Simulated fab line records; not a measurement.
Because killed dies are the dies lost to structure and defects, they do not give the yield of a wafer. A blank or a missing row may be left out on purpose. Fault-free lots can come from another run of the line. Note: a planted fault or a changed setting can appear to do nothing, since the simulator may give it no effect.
Which tool is to blame?    flow sky130    42 wafers from 14 lots sampled at 4 of the route's 708 steps

== WHAT THE GAUGES READ, wafer by wafer ==
SKY_VIA1_OVL_MEAS_13.
lot   measured      on          VIA1_OVL (nm)
L480  day 34 05:52  overlay-01  2 6 1
L482  day 35 00:47  overlay-02  7 5 -1
L485  day 35 11:14  overlay-01  9 4 12
L486  day 36 03:34  overlay-01  5 14 14
L488  day 36 10:08  overlay-02  5 6 -7
L489  day 36 16:31  overlay-02  1 0 1
L491  day 37 08:47  overlay-01  8 8 18
L492  day 37 20:52  overlay-01  -11 9 1
L495  day 38 13:07  overlay-01  -4 6 3
L496  day 38 22:35  overlay-02  7 3 10
L498  day 39 22:23  overlay-01  3 3 5
L501  day 40 10:05  overlay-02  -6 0 -4
L502  day 40 15:22  overlay-01  3 1 1
L503  day 41 00:59  overlay-02  6 5 -2

SKY_METAL2_RS_MEAS_05: uses a four-point probe to measure.
lot   measured      on             METAL2_ALCU_RS (ohm/sq)
L480  day 34 07:23  film metro-01  0.1259 0.1272 0.1246
L482  day 35 02:21  film metro-04  0.1254 0.1254 0.1263
L485  day 35 12:44  film metro-04  0.1265 0.1271 0.1261
L486  day 36 05:05  film metro-01  0.1261 0.1272 0.1267
L488  day 36 11:37  film metro-04  0.1262 0.1261 0.1259
L489  day 36 18:01  film metro-01  0.1257 0.1263 0.1261
L491  day 37 10:25  film metro-04  0.1249 0.1268 0.1262
L492  day 37 22:27  film metro-01  0.1249 0.1273 0.1260
L498  day 39 23:53  film metro-01  0.1282 0.1263 0.1279
L501  day 40 11:37  film metro-01  0.1281 0.1274 0.1276
L502  day 40 16:53  film metro-02  0.1296 0.1292 0.1297
L503  day 41 02:28  film metro-01  0.1277 0.1257 0.1284

== TOOL THAT RAN EACH LOT (tool first, then ch and the chambers of the sampled wafers, then the start) ==
lot   SKY_VIA1_CMP_24                SKY_METAL2_SPUTTER_01
L480  cmp-01 ch 1,2, day 34 06:55    pvd sputter-03, day 34 07:14
L482  cmp-01 ch 1,3, day 35 01:52    pvd sputter-04, day 35 02:12
L485  cmp-01 ch 0,3, day 35 12:17    pvd sputter-01, day 35 12:36
L486  cmp-02 ch 1,2,3, day 36 04:40  pvd sputter-03, day 36 04:56
L488  cmp-02 ch 0,1,2, day 36 11:14  pvd sputter-01, day 36 11:30
L489  cmp-02 ch 0,2,3, day 36 17:34  pvd sputter-01, day 36 17:53
L491  cmp-02 ch 2,3, day 37 09:59    pvd sputter-03, day 37 10:18
L492  cmp-02 ch 2,3, day 37 22:04    pvd sputter-01, day 37 22:20
L495  cmp-02 ch 1,2, day 38 14:14    -
L496  cmp-01 ch 0,1,3, day 38 23:38  -
L498  cmp-01 ch 0,1,3, day 39 23:29  pvd sputter-01, day 39 23:46
L501  cmp-01 ch 0,2, day 40 11:08    pvd sputter-04, day 40 11:27
L502  cmp-02 ch 0,3, day 40 16:25    pvd sputter-01, day 40 16:44
L503  cmp-02 ch 0,3, day 41 02:02    pvd sputter-03, day 41 02:21
- SKY_VIA1_CMP_24: polishes, stops on SiO2, t overpolish 15 s, target thk 0 nm.
- SKY_METAL2_SPUTTER_01: material TiN, target thk 20 nm, time 16.7 s.

== WHAT THE TOOLS THEMSELVES READ (means of the sampled wafers that have a number; where no wafer has one, the mark that the record gives instead) ==
SKY_VIA1_CMP_24.
lot   tool    edge zone pressure frac  head pressure psi (psi)  motor current A (A)  overpolish run s (s)  time to endpoint s (s)
L480  cmp-01  0.994                    3.502                    10.7                 15.004                64
L482  cmp-01  0.997                    3.494                    11.2                 15.007                59
L485  cmp-01  1.000                    3.506                    12.1                 14.992                64
L486  cmp-02  0.994                    3.498                    10.3                 14.997                65
L488  cmp-02  1.000                    3.497                    10.3                 14.989                64
L489  cmp-02  1.001                    3.489                    10.1                 14.999                63
L491  cmp-02  1.002                    3.498                    10.2                 15.005                62
L492  cmp-02  0.996                    3.504                    10.7                 15.001                65
L495  cmp-02  -                        -                        -                    -                     -
L496  cmp-01  -                        -                        -                    -                     -
L498  cmp-01  1.002                    3.489                    11.6                 14.999                60
L501  cmp-01  1.006                    3.497                    11.8                 14.994                60
L502  cmp-02  1.003                    3.500                    10.7                 15.004                59
L503  cmp-02  1.000                    3.506                    10.0                 14.999                67

SKY_METAL2_SPUTTER_01.
lot   tool            cathode dc power W (W)  throttle valve pct (%)
L480  pvd sputter-03  6498.7                  30.0
L482  pvd sputter-04  6499.9                  30.5
L485  pvd sputter-01  6500.5                  30.5
L486  pvd sputter-03  6499.7                  29.6
L488  pvd sputter-01  6498.9                  31.0
L489  pvd sputter-01  6500.2                  30.6
L491  pvd sputter-03  6499.0                  29.5
L492  pvd sputter-01  6500.6                  31.7
L498  pvd sputter-01  6499.5                  30.7
L501  pvd sputter-04  6499.8                  29.6
L502  pvd sputter-01  6499.8                  30.7
L503  pvd sputter-03  6500.0                  29.6

== THE ANSWER, worked out from the rows above alone ==
Rule: usual is defined by the lots themselves. The widest of any qualifying gaps counts: lots, ordered by their means at a reading, are off when they make up no more than a third of the lots, leave a main group of 4 or more, and stand apart from it by 3 or more times the standard deviation of that group's means. The tables above print the reading to a certain number of digits; a main group whose means all agree to those digits is not used. Also off: a lot with no number at a reading for which 4 or more lots have one. Any other lot the step has rows for is counted as sound. Order of review: gauges by route order, followed by the tools' own readings, for which a lot's mean as printed above is used. The first step at which some lot is off is used, and at that step the reading that is off furthest; a lot without a number counts as furthest.
Off: L495, L496, at SKY_VIA1_CMP_24 (edge zone pressure frac). Without a number there: L495, L496. Main group: mean 1.000, sd 0.0035.
If a tool, at that step or one of the process steps before it, ran each lot that is off and ran no sound lot following the first of them, it fits. Not one of the candidates tried fits.

== WHAT THE SIMULATOR HAD PUT IN ==
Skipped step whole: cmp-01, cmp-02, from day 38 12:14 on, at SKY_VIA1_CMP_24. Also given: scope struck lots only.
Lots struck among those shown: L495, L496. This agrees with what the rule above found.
